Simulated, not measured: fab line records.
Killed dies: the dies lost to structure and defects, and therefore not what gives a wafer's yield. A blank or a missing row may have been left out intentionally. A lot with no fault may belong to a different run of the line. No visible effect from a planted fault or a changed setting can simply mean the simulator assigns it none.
One fault seen from 2 desks -- flow sfq line -- each desk holds nothing but its own numbers, with what lay behind them at the end

== FOR THE TOOL OWNER'S DESK: rie metal-04 ==
The tool's own readings at SFQ_TRILAYER_M3_BARC_OPEN_METAL_ETCH_100 (etches BARC in O2, target depth 125 nm, time 41.7 s): means of the sampled wafers that have a number, for each lot that ran on this tool. Marked OUT: a lot whose mean sits more than 4 standard deviations from the usual mean, which makes it out of limits; the brackets give that distance.
Columns: A = drypump motor current A at SFQ_TRILAYER_M3_BARC_OPEN_METAL_ETCH_100, usual 5.39 A; B = oes product au at SFQ_TRILAYER_M3_BARC_OPEN_METAL_ETCH_100, usual 0.684 a.u.
lot,first seen here,A,B
L486,day 37 23:41,5.07,0.681
L490,day 38 10:29,5.26,0.682
L492,day 38 14:05,5.07,0.686
This desk found nothing out of limits on any of the 3 lots.

== FROM THE METROLOGY DESK ==
What the gauges read for every lot (on any tool): the sampled wafers with a number, averaged. Marked OUT: a lot whose mean sits more than 4 standard deviations from the usual mean, which makes it out of limits; the brackets give that distance.
Columns: A = M3_NB_RS at SFQ_M3_RS_MEAS_919, usual 0.892 ohm/sq; B = M3_OVL at SFQ_M3_OVL_MEAS_921, usual 1 nm
lot,first seen here,A,B
L480,day 24 01:44,0.883,6
L486,day 31 20:25,0.888,6
L490,day 32 06:01,0.881,2
L492,day 32 11:02,0.898,-4
L496,day 32 19:14,0.879,1
L497,day 32 21:49,0.907,-1
This desk found nothing out of limits on any of the 6 lots.

== ALL TOGETHER ==
The tool owner's desk saw nothing out of limits.
Metrology desk: nothing out of limits seen.

== WHAT WAS PUT IN BY THE SIMULATOR ==
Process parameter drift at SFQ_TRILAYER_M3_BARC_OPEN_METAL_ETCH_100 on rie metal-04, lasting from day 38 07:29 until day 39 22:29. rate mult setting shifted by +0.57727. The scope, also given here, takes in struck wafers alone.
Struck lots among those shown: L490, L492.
